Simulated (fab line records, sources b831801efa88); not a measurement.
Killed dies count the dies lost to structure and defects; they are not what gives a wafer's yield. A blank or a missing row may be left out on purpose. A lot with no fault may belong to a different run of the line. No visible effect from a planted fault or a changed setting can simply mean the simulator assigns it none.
fab line records :: flow sfqLine :: part 2 of 2: steps 29 to 39 of 39
record:
  lots: 5
  wafers: 15
  lastDay: 84
route steps=325 shown M6@263 I6@266 M7@281 I7@296
lots that met no fault: from a run of the same line without faults
startH: start of the lot's first displayed wafer, in hours after the record's first day :: waitH: time in hours since the lot's previous step :: " identical to the entry in the row above :: L1.1+2: a single row standing in for several wafers :: - no value, or no start given :: * or withheld: withheld :: < > ~ a bound
route shown NAME@n: a module of which the file shows steps, and the number in the route of the first :: usual: mean/standard deviation of fault-free wafers :: same: alike in all rows :: chamber/n: place in a boat :: sites: readings site by site :: _std_site: standard deviation across them :: _edge_site: the outer-site mean with the inner-site mean subtracted :: radiusMm: how far each site lies from the wafer's centre :: mask NAME#n: copy n :: behind: the tool/chamber that last shaped the wafer :: hold: what put the lot on hold/how long, in hours/how the hold closed :: device: the transistor (n, p or np) that didn't switch :: end of line: the same wafers' tests at the end of the route :: a step given without rows: its recipe and nothing more :: killed: count of dies lost to structure and defects at first sort (not the wafer's yield) :: map: a wafer's dies, x killed, . not, _ none there
set.NAME: the setting that was run; set.NAME@STEP: the one run at that earlier step :: model.NAME: the simulator's own value behind a step, which no gauge read
a table for each step, a row for each wafer; lots at some steps of the route
services: a tool's chamber out of use, with start hour (startH, from the record's first day; less than 0 if before it), hours out, and reason
== steps ==
step: SFQ_TRILAYER_M7_BARC_OPEN_METAL_ETCH_229
recipe:
  maskMaterial: PR
  chemistry: O2
  targetDepthNm: 125
  target: BARC
  icpW: 600
  biasW: 80
  pressureMtorr: 10
  timeS: 41.7
usual:
  drypumpMotorCurrentA: 5.5/0.52
  oesProductAu: 0.685/0.0045
lot.wafer: L076.4
tool: rieMetal-02
chamber: 1
startH: 1822.86
waitH: 0.0
drypumpMotorCurrentA: 4.7
oesProductAu: 0.686
rfHoursCounterH: -

lot.wafer: L076.5
tool: rieMetal-02
chamber: 0
startH: 1822.86
waitH: 0.0
drypumpMotorCurrentA: 5.7
oesProductAu: 0.689
rfHoursCounterH: -

lot.wafer: L076.6
tool: rieMetal-02
chamber: 1
startH: 1822.86
waitH: 0.0
drypumpMotorCurrentA: 4.8
oesProductAu: 0.690
rfHoursCounterH: -

lot.wafer: L078.3
tool: rieMetal-01
chamber: 0
startH: 1831.25
waitH: 0.0
drypumpMotorCurrentA: 6.0
oesProductAu: 0.693
rfHoursCounterH: -

lot.wafer: L078.4
tool: rieMetal-01
chamber: 1
startH: 1831.25
waitH: 0.0
drypumpMotorCurrentA: 5.7
oesProductAu: 0.682
rfHoursCounterH: -

lot.wafer: L078.5
tool: rieMetal-01
chamber: 1
startH: 1831.25
waitH: 0.0
drypumpMotorCurrentA: 5.7
oesProductAu: 0.689
rfHoursCounterH: -

lot.wafer: L080.1
tool: rieMetal-02
chamber: 0
startH: 1842.91
waitH: 0.0
drypumpMotorCurrentA: 5.7
oesProductAu: 0.683
rfHoursCounterH: 77

lot.wafer: L080.3
tool: rieMetal-02
chamber: 0
startH: 1842.91
waitH: 0.0
drypumpMotorCurrentA: 5.7
oesProductAu: 0.688
rfHoursCounterH: -

lot.wafer: L080.6
tool: rieMetal-02
chamber: 1
startH: 1842.91
waitH: 0.0
drypumpMotorCurrentA: 4.8
oesProductAu: 0.689
rfHoursCounterH: -

lot.wafer: L081.1
tool: rieMetal-03
chamber: 0
startH: 1852.68
waitH: 0.0
drypumpMotorCurrentA: 5.0
oesProductAu: 0.684
rfHoursCounterH: 26

lot.wafer: L081.3
tool: rieMetal-03
chamber: 0
startH: 1852.68
waitH: 0.0
drypumpMotorCurrentA: 5.0
oesProductAu: 0.683
rfHoursCounterH: -

lot.wafer: L081.6
tool: rieMetal-03
chamber: 1
startH: 1852.68
waitH: 0.0
drypumpMotorCurrentA: 6.2
oesProductAu: 0.676
rfHoursCounterH: -

lot.wafer: L085.3
tool: rieMetal-01
chamber: 0
startH: 1961.96
waitH: 0.0
drypumpMotorCurrentA: 6.0
oesProductAu: 0.678
rfHoursCounterH: -

lot.wafer: L085.4
tool: rieMetal-01
chamber: 1
startH: 1961.96
waitH: 0.0
drypumpMotorCurrentA: 5.8
oesProductAu: 0.678
rfHoursCounterH: -

lot.wafer: L085.6
tool: rieMetal-01
chamber: 1
startH: 1961.96
waitH: 0.0
drypumpMotorCurrentA: 5.7
oesProductAu: 0.682
rfHoursCounterH: -
step: SFQ_TRILAYER_M7_ETCH_METAL_ETCH_180
recipe:
  target: Nb
  stopOn: SiO2
  maskMaterial: PR
  chemistry: Cl2/Ar
  targetDepthNm: 240
  icpW: 600
  biasW: 80
  pressureMtorr: 10
  timeS: 120
usual:
  drypumpMotorCurrentA: 5.5/0.52
  oesProductAu: 0.893/0.0066
lot.wafer: L076.4
tool: rieMetal-02
chamber: 1
startH: 1822.94
waitH: 0.1
drypumpMotorCurrentA: 4.8
oesProductAu: 0.898
rfHoursCounterH: -

lot.wafer: L076.5
tool: rieMetal-02
chamber: 0
startH: 1822.94
waitH: 0.1
drypumpMotorCurrentA: 5.7
oesProductAu: 0.886
rfHoursCounterH: -

lot.wafer: L076.6
tool: rieMetal-02
chamber: 1
startH: 1822.94
waitH: 0.1
drypumpMotorCurrentA: 4.8
oesProductAu: 0.890
rfHoursCounterH: -

lot.wafer: L078.3
tool: rieMetal-01
chamber: 0
startH: 1831.33
waitH: 0.1
drypumpMotorCurrentA: 6.0
oesProductAu: 0.901
rfHoursCounterH: -

lot.wafer: L078.4
tool: rieMetal-01
chamber: 1
startH: 1831.33
waitH: 0.1
drypumpMotorCurrentA: 5.8
oesProductAu: 0.896
rfHoursCounterH: -

lot.wafer: L078.5
tool: rieMetal-01
chamber: 1
startH: 1831.33
waitH: 0.1
drypumpMotorCurrentA: 5.8
oesProductAu: 0.886
rfHoursCounterH: -

lot.wafer: L080.1
tool: rieMetal-02
chamber: 0
startH: 1842.97
waitH: 0.0
drypumpMotorCurrentA: 5.7
oesProductAu: 0.906
rfHoursCounterH: 77

lot.wafer: L080.3
tool: rieMetal-02
chamber: 0
startH: 1842.97
waitH: 0.0
drypumpMotorCurrentA: 5.7
oesProductAu: 0.897
rfHoursCounterH: -

lot.wafer: L080.6
tool: rieMetal-02
chamber: 1
startH: 1842.97
waitH: 0.0
drypumpMotorCurrentA: 4.8
oesProductAu: 0.895
rfHoursCounterH: -

lot.wafer: L081.1
tool: rieMetal-03
chamber: 0
startH: 1852.74
waitH: 0.0
drypumpMotorCurrentA: 4.9
oesProductAu: 0.882
rfHoursCounterH: 26

lot.wafer: L081.3
tool: rieMetal-03
chamber: 0
startH: 1852.74
waitH: 0.0
drypumpMotorCurrentA: 5.0
oesProductAu: 0.886
rfHoursCounterH: -

lot.wafer: L081.6
tool: rieMetal-03
chamber: 1
startH: 1852.74
waitH: 0.0
drypumpMotorCurrentA: 6.2
oesProductAu: 0.885
rfHoursCounterH: -

lot.wafer: L085.3
tool: rieMetal-01
chamber: 0
startH: 1962.04
waitH: 0.1
drypumpMotorCurrentA: 6.0
oesProductAu: 0.873
rfHoursCounterH: -

lot.wafer: L085.4
tool: rieMetal-01
chamber: 1
startH: 1962.04
waitH: 0.1
drypumpMotorCurrentA: 5.8
oesProductAu: 0.891
rfHoursCounterH: -

lot.wafer: L085.6
tool: rieMetal-01
chamber: 1
startH: 1962.04
waitH: 0.1
drypumpMotorCurrentA: 5.8
oesProductAu: 0.890
rfHoursCounterH: -
step: SFQ_TRILAYER_M7_STRIP_STRIP_181
recipe:
  gas: O2
  powerW: 200
  platenTempC: 40
  overashFraction: 0.65
  chemistry: O2
  pressureMtorr: 50
usual:
  drypumpMotorCurrentA: 5.5/0.52
  oesProductAu: 0.997/0.0078
lot.wafer: L076.4
tool: rieMetal-02
chamber: 1
startH: 1823.23
waitH: 0.2
drypumpMotorCurrentA: 4.8
oesProductAu: 1.001
rfHoursCounterH: -

lot.wafer: L076.5
tool: rieMetal-02
chamber: 0
startH: 1823.23
waitH: 0.2
drypumpMotorCurrentA: 5.7
oesProductAu: 0.996
rfHoursCounterH: -

lot.wafer: L076.6
tool: rieMetal-02
chamber: 1
startH: 1823.23
waitH: 0.2
drypumpMotorCurrentA: 4.8
oesProductAu: 1.014
rfHoursCounterH: -

lot.wafer: L078.3
tool: rieMetal-01
chamber: 0
startH: 1831.61
waitH: 0.2
drypumpMotorCurrentA: 6.0
oesProductAu: 0.992
rfHoursCounterH: -

lot.wafer: L078.4
tool: rieMetal-01
chamber: 1
startH: 1831.61
waitH: 0.2
drypumpMotorCurrentA: 5.8
oesProductAu: 0.990
rfHoursCounterH: -

lot.wafer: L078.5
tool: rieMetal-01
chamber: 1
startH: 1831.61
waitH: 0.2
drypumpMotorCurrentA: 5.8
oesProductAu: 1.004
rfHoursCounterH: -

lot.wafer: L080.1
tool: rieMetal-02
chamber: 0
startH: 1843.09
waitH: 0.1
drypumpMotorCurrentA: 5.7
oesProductAu: 1.003
rfHoursCounterH: 77

lot.wafer: L080.3
tool: rieMetal-02
chamber: 0
startH: 1843.09
waitH: 0.1
drypumpMotorCurrentA: 5.7
oesProductAu: 1.008
rfHoursCounterH: -

lot.wafer: L080.6
tool: rieMetal-02
chamber: 1
startH: 1843.09
waitH: 0.1
drypumpMotorCurrentA: 4.8
oesProductAu: 1.008
rfHoursCounterH: -

lot.wafer: L081.1
tool: rieMetal-03
chamber: 0
startH: 1852.87
waitH: 0.1
drypumpMotorCurrentA: 4.9
oesProductAu: 0.991
rfHoursCounterH: 26

lot.wafer: L081.3
tool: rieMetal-03
chamber: 0
startH: 1852.87
waitH: 0.1
drypumpMotorCurrentA: 5.0
oesProductAu: 0.988
rfHoursCounterH: -

lot.wafer: L081.6
tool: rieMetal-03
chamber: 1
startH: 1852.87
waitH: 0.1
drypumpMotorCurrentA: 6.3
oesProductAu: 0.994
rfHoursCounterH: -

lot.wafer: L085.3
tool: rieMetal-01
chamber: 0
startH: 1962.33
waitH: 0.2
drypumpMotorCurrentA: 6.0
oesProductAu: 0.985
rfHoursCounterH: -

lot.wafer: L085.4
tool: rieMetal-01
chamber: 1
startH: 1962.33
waitH: 0.2
drypumpMotorCurrentA: 5.8
oesProductAu: 1.007
rfHoursCounterH: -

lot.wafer: L085.6
tool: rieMetal-01
chamber: 1
startH: 1962.33
waitH: 0.2
drypumpMotorCurrentA: 5.8
oesProductAu: 1.004
rfHoursCounterH: -
step: SFQ_TRILAYER_M7_STRIP_SOLV_CLEAN_182
recipe:
  chemistry: NMP
  tempC: 70
  timeS: 600
lot.wafer: L076.4+5+6
tool: wetBench-04
chamber: 3,4,1
startH: 1823.63
waitH: 0.2

lot.wafer: L078.3+4+5
tool: wetBench-04
chamber: 7,5,0
startH: 1832.01
waitH: 0.2

lot.wafer: L080.1+3+6
tool: wetBench-04
chamber: 0,6,2
startH: 1843.69
waitH: 0.4

lot.wafer: L081.1+3+6
tool: wetBench-03
chamber: 0,5,3
startH: 1853.47
waitH: 0.4

lot.wafer: L085.3+4+6
tool: wetBench-03
chamber: 4,3,0
startH: 1962.73
waitH: 0.2
step: SFQ_TRILAYER_I7_DEP_PECVD_183
recipe:
  material: SiO2
  tempC: 150
  timeS: 113.9
  pressureTorr: 2.4
  rfW: 183.3
  precursor: SiH4/N2O
  targetThkNm: 500
usual:
  heaterPowerW: 77/18
  throttleValvePct: 24.4/1.1
lot.wafer: L076.4
tool: pecvd-04
chamber: 2
startH: 1823.84
waitH: 0.0
heaterPowerW: 81
throttleValvePct: 27.3

lot.wafer: L076.5
tool: pecvd-04
chamber: 0
startH: 1823.84
waitH: 0.0
heaterPowerW: 87
throttleValvePct: 26.3

lot.wafer: L076.6
tool: pecvd-04
chamber: 1
startH: 1823.84
waitH: 0.0
heaterPowerW: 102
throttleValvePct: 25.0

lot.wafer: L078.3
tool: pecvd-01
chamber: 0
startH: 1832.19
waitH: 0.0
heaterPowerW: 104
throttleValvePct: 24.3

lot.wafer: L078.4
tool: pecvd-01
chamber: 1
startH: 1832.19
waitH: 0.0
heaterPowerW: 36
throttleValvePct: 24.8

lot.wafer: L078.5
tool: pecvd-01
chamber: 2
startH: 1832.19
waitH: 0.0
heaterPowerW: 69
throttleValvePct: 22.7

lot.wafer: L080.1
tool: pecvd-02
chamber: 1
startH: 1843.87
waitH: 0.0
heaterPowerW: 91
throttleValvePct: 23.4

lot.wafer: L080.3
tool: pecvd-02
chamber: 2
startH: 1843.87
waitH: 0.0
heaterPowerW: 63
throttleValvePct: 23.8

lot.wafer: L080.6
tool: pecvd-02
chamber: 0
startH: 1843.87
waitH: 0.0
heaterPowerW: 70
throttleValvePct: 24.4

lot.wafer: L081.1
tool: pecvd-04
chamber: 2
startH: 1853.64
waitH: 0.0
heaterPowerW: 83
throttleValvePct: 26.9

lot.wafer: L081.3
tool: pecvd-04
chamber: 1
startH: 1853.64
waitH: 0.0
heaterPowerW: 89
throttleValvePct: 24.8

lot.wafer: L081.6
tool: pecvd-04
chamber: 0
startH: 1853.64
waitH: 0.0
heaterPowerW: 86
throttleValvePct: 26.4

lot.wafer: L085.3
tool: pecvd-01
chamber: 2
startH: 1962.92
waitH: 0.0
heaterPowerW: 57
throttleValvePct: 22.9

lot.wafer: L085.4
tool: pecvd-01
chamber: 0
startH: 1962.92
waitH: 0.0
heaterPowerW: 106
throttleValvePct: 25.0

lot.wafer: L085.6
tool: pecvd-01
chamber: 1
startH: 1962.92
waitH: 0.0
heaterPowerW: 47
throttleValvePct: 25.3
step: SFQ_TRILAYER_I7_CMP_CMP_184
recipe:
  material: SiO2
  downForcePsi: 3
  platenRpm: 60
  padVelocityMS: 0.94248
usual:
  motorCurrentA: 10.5/1.2
  timeToEndpointS: 222/8.7
lot.wafer: L076.4
tool: cmp-02
chamber: 3
startH: 1826.50
waitH: 2.6
motorCurrentA: 11.7
timeToEndpointS: 216

lot.wafer: L076.6
tool: cmp-02
chamber: 1
startH: 1827.50
waitH: 3.6
motorCurrentA: 9.6
timeToEndpointS: 219

lot.wafer: L076.5
tool: cmp-02
chamber: 2
startH: 1827.50
waitH: 3.6
motorCurrentA: 8.1
timeToEndpointS: 229

lot.wafer: L078.4
tool: cmp-02
chamber: 0
startH: 1834.50
waitH: 2.2
motorCurrentA: 9.4
timeToEndpointS: 242

lot.wafer: L078.3
tool: cmp-02
chamber: 2
startH: 1835.50
waitH: 3.3
motorCurrentA: 8.5
timeToEndpointS: 223

lot.wafer: L078.5
tool: cmp-02
chamber: 0
startH: 1836.50
waitH: 4.2
motorCurrentA: 10.0
timeToEndpointS: 238

lot.wafer: L080.1
tool: cmp-01
chamber: 0
startH: 1844.88
waitH: 1.0
motorCurrentA: 11.6
timeToEndpointS: 213

lot.wafer: L080.3
tool: cmp-01
chamber: 3
startH: 1846.38
waitH: 2.5
motorCurrentA: 11.1
timeToEndpointS: 236

lot.wafer: L080.6
tool: cmp-01
chamber: 0
startH: 1846.38
waitH: 2.5
motorCurrentA: 11.9
timeToEndpointS: 223

lot.wafer: L081.1
tool: cmp-01
chamber: 0
startH: 1854.22
waitH: 0.5
motorCurrentA: 11.3
timeToEndpointS: 214

lot.wafer: L081.3
tool: cmp-01
chamber: 2
startH: 1855.22
waitH: 1.5
motorCurrentA: 11.6
timeToEndpointS: 211

lot.wafer: L081.6
tool: cmp-01
chamber: 0
startH: 1856.22
waitH: 2.5
motorCurrentA: 11.5
timeToEndpointS: 220

lot.wafer: L085.4
tool: cmp-02
chamber: 1
startH: 1964.00
waitH: 1.0
motorCurrentA: 10.2
timeToEndpointS: 229

lot.wafer: L085.3
tool: cmp-02
chamber: 2
startH: 1964.00
waitH: 1.0
motorCurrentA: 8.4
timeToEndpointS: 212

lot.wafer: L085.6
tool: cmp-02
chamber: 3
startH: 1964.00
waitH: 1.0
motorCurrentA: 11.5
timeToEndpointS: 215
step: SFQ_I7_BOW_MEAS_946
recipe:
  mode: bow
usual:
  I7_BOW: 7/12
lot.wafer: L076.4
tool: filmMetro-02
chamber: -
startH: 1828.56
waitH: 1.6
I7_BOW[um]: 25

lot.wafer: L076.5
tool: filmMetro-02
chamber: -
startH: 1828.56
waitH: 1.6
I7_BOW[um]: 34

lot.wafer: L076.6
tool: filmMetro-02
chamber: -
startH: 1828.56
waitH: 1.6
I7_BOW[um]: 19

lot.wafer: L078.3
tool: filmMetro-02
chamber: -
startH: 1837.54
waitH: 1.5
I7_BOW[um]: 5

lot.wafer: L078.4
tool: filmMetro-02
chamber: -
startH: 1837.54
waitH: 1.5
I7_BOW[um]: 15

lot.wafer: L078.5
tool: filmMetro-02
chamber: -
startH: 1837.54
waitH: 1.5
I7_BOW[um]: 12

lot.wafer: L080.1
tool: filmMetro-03
chamber: -
startH: 1847.88
waitH: 2.5
I7_BOW[um]: 9

lot.wafer: L080.3
tool: filmMetro-03
chamber: -
startH: 1847.88
waitH: 2.5
I7_BOW[um]: 23

lot.wafer: L080.6
tool: filmMetro-03
chamber: -
startH: 1847.88
waitH: 2.5
I7_BOW[um]: 20

lot.wafer: L081.1
tool: filmMetro-01
chamber: -
startH: 1856.72
waitH: 2.0
I7_BOW[um]: 14

lot.wafer: L081.3
tool: filmMetro-01
chamber: -
startH: 1856.72
waitH: 2.0
I7_BOW[um]: -3

lot.wafer: L081.6
tool: filmMetro-01
chamber: -
startH: 1856.72
waitH: 2.0
I7_BOW[um]: -5

lot.wafer: L085.3
tool: filmMetro-02
chamber: -
startH: 1966.04
waitH: 1.0
I7_BOW[um]: -6

lot.wafer: L085.4
tool: filmMetro-02
chamber: -
startH: 1966.04
waitH: 1.0
I7_BOW[um]: -5

lot.wafer: L085.6
tool: filmMetro-02
chamber: -
startH: 1966.04
waitH: 1.0
I7_BOW[um]: -3
step: SFQ_TRILAYER_I7_METRO_MEASURE_185
usual:
  thkNm: 199.6/1.4
lot.wafer: L076.4
tool: filmMetro-02
chamber: -
startH: 1829.22
waitH: 0.6
thkNm: 200.7

lot.wafer: L076.5
tool: filmMetro-02
chamber: -
startH: 1829.22
waitH: 0.6
thkNm: 200.9

lot.wafer: L076.6
tool: filmMetro-02
chamber: -
startH: 1829.22
waitH: 0.6
thkNm: 200.5

lot.wafer: L078.3
tool: filmMetro-02
chamber: -
startH: 1838.02
waitH: 0.5
thkNm: 201.3

lot.wafer: L078.4
tool: filmMetro-02
chamber: -
startH: 1838.02
waitH: 0.5
thkNm: 203.2

lot.wafer: L078.5
tool: filmMetro-02
chamber: -
startH: 1838.02
waitH: 0.5
thkNm: 202.6

lot.wafer: L080.1
tool: filmMetro-03
chamber: -
startH: 1848.00
waitH: 0.1
thkNm: 199.3

lot.wafer: L080.3
tool: filmMetro-03
chamber: -
startH: 1848.00
waitH: 0.1
thkNm: 200.8

lot.wafer: L080.6
tool: filmMetro-03
chamber: -
startH: 1848.00
waitH: 0.1
thkNm: 199.6

lot.wafer: L081.1
tool: filmMetro-01
chamber: -
startH: 1856.84
waitH: 0.1
thkNm: 198.6

lot.wafer: L081.3
tool: filmMetro-01
chamber: -
startH: 1856.84
waitH: 0.1
thkNm: 197.5

lot.wafer: L081.6
tool: filmMetro-01
chamber: -
startH: 1856.84
waitH: 0.1
thkNm: 198.0

lot.wafer: L085.3
tool: filmMetro-02
chamber: -
startH: 1966.52
waitH: 0.5
thkNm: 198.6

lot.wafer: L085.4
tool: filmMetro-02
chamber: -
startH: 1966.52
waitH: 0.5
thkNm: 198.4

lot.wafer: L085.6
tool: filmMetro-02
chamber: -
startH: 1966.52
waitH: 0.5
thkNm: 197.5
step: SFQ_TRILAYER_I7_VIA_LITHO_COAT_192
recipe:
  resist: BARC
  spinRpm: 3000
  resistThkNm: 62
lot.wafer: L076.4+5+6
tool: lithoTrack-01
chamber: 0
startH: 1830.00
waitH: 0.6

lot.wafer: L078.3+4+5
tool: lithoTrack-01
chamber: 0
startH: 1838.92
waitH: 0.7

lot.wafer: L080.1+3+6
tool: lithoTrack-03
chamber: 0
startH: 1849.20
waitH: 1.0

lot.wafer: L081.1+3+6
tool: lithoTrack-01
chamber: 0
startH: 1858.04
waitH: 1.0

lot.wafer: L085.3+4+6
tool: lithoTrack-02
chamber: 0
startH: 1967.42
waitH: 0.7
step: SFQ_TRILAYER_I7_VIA_LITHO_COAT_187
recipe:
  resist: KrF
  spinRpm: 3000
  resistThkNm: 650
lot.wafer: L076.4+5+6
tool: lithoTrack-01
chamber: 0
startH: 1830.30
waitH: 0.2

lot.wafer: L078.3+4+5
tool: lithoTrack-01
chamber: 0
startH: 1839.22
waitH: 0.2

lot.wafer: L080.1+3+6
tool: lithoTrack-03
chamber: 0
startH: 1849.50
waitH: 0.2

lot.wafer: L081.1+3+6
tool: lithoTrack-01
chamber: 0
startH: 1858.34
waitH: 0.2

lot.wafer: L085.3+4+6
tool: lithoTrack-02
chamber: 0
startH: 1967.72
waitH: 0.2
step: SFQ_TRILAYER_I7_VIA_LITHO_SOFTBAKE_191
recipe:
  tempC: withheld
  timeS: withheld
  resist: KrF
lot.wafer: L076.4+5+6
tool: lithoTrack-01
chamber: 0
startH: 1830.53
waitH: 0.2

lot.wafer: L078.3+4+5
tool: lithoTrack-01
chamber: 0
startH: 1839.47
waitH: 0.2

lot.wafer: L080.1+3+6
tool: lithoTrack-03
chamber: 0
startH: 1849.80
waitH: 0.2

lot.wafer: L081.1+3+6
tool: lithoTrack-01
chamber: 0
startH: 1858.64
waitH: 0.2

lot.wafer: L085.3+4+6
tool: lithoTrack-02
chamber: 0
startH: 1967.97
waitH: 0.2
== services ==
tool: krfScanner-01
chamber: -
startH: 1694.44
hours: 0.8
kind: pm

tool: rieMetal-03
chamber: -
startH: 1698.44
hours: 0.2
kind: repair

tool: cmp-01
chamber: -
startH: 1707.25
hours: 12.2
kind: pm

tool: pvdSputter-05
chamber: -
startH: 1708.57
hours: 3.3
kind: repair

tool: cmp-01
chamber: -
startH: 1732.22
hours: 0.8
kind: repair

tool: pvdSputter-05
chamber: -
startH: 1732.52
hours: 1.7
kind: repair

tool: filmMetro-02
chamber: -
startH: 1757.44
hours: 1.5
kind: pm

tool: krfScanner-01
chamber: -
startH: 1759.68
hours: 4.0
kind: pm

tool: cmp-02
chamber: -
startH: 1763.19
hours: 0.4
kind: repair

tool: filmMetro-02
chamber: -
startH: 1763.46
hours: 2.8
kind: pm

tool: cmp-02
chamber: -
startH: 1763.60
hours: 6.4
kind: pm

tool: cmp-01
chamber: -
startH: 1764.19
hours: 1.1
kind: repair

tool: cmp-01
chamber: -
startH: 1769.49
hours: 0.9
kind: repair

tool: cmp-02
chamber: -
startH: 1770.96
hours: 3.8
kind: repair

tool: cmp-01
chamber: -
startH: 1772.63
hours: 3.0
kind: repair

tool: cmp-02
chamber: -
startH: 1778.73
hours: 11.5
kind: repair

tool: rieMetal-04
chamber: 0
startH: 1782.75
hours: 18.4
kind: repair

tool: cmp-01
chamber: -
startH: 1787.03
hours: 2.3
kind: repair

tool: rieMetal-02
chamber: 1
startH: 1800.65
hours: 2.3
kind: repair

tool: krfScanner-01
chamber: -
startH: 1808.38
hours: 2.2
kind: repair

tool: krfScanner-01
chamber: -
startH: 1821.39
hours: 1.3
kind: pm

tool: krfScanner-01
chamber: -
startH: 1825.09
hours: 1.0
kind: pm

tool: pvdSputter-05
chamber: -
startH: 1899.24
hours: 6.8
kind: repair

tool: rieMetal-02
chamber: 1
startH: 1918.13
hours: 18.0
kind: repair
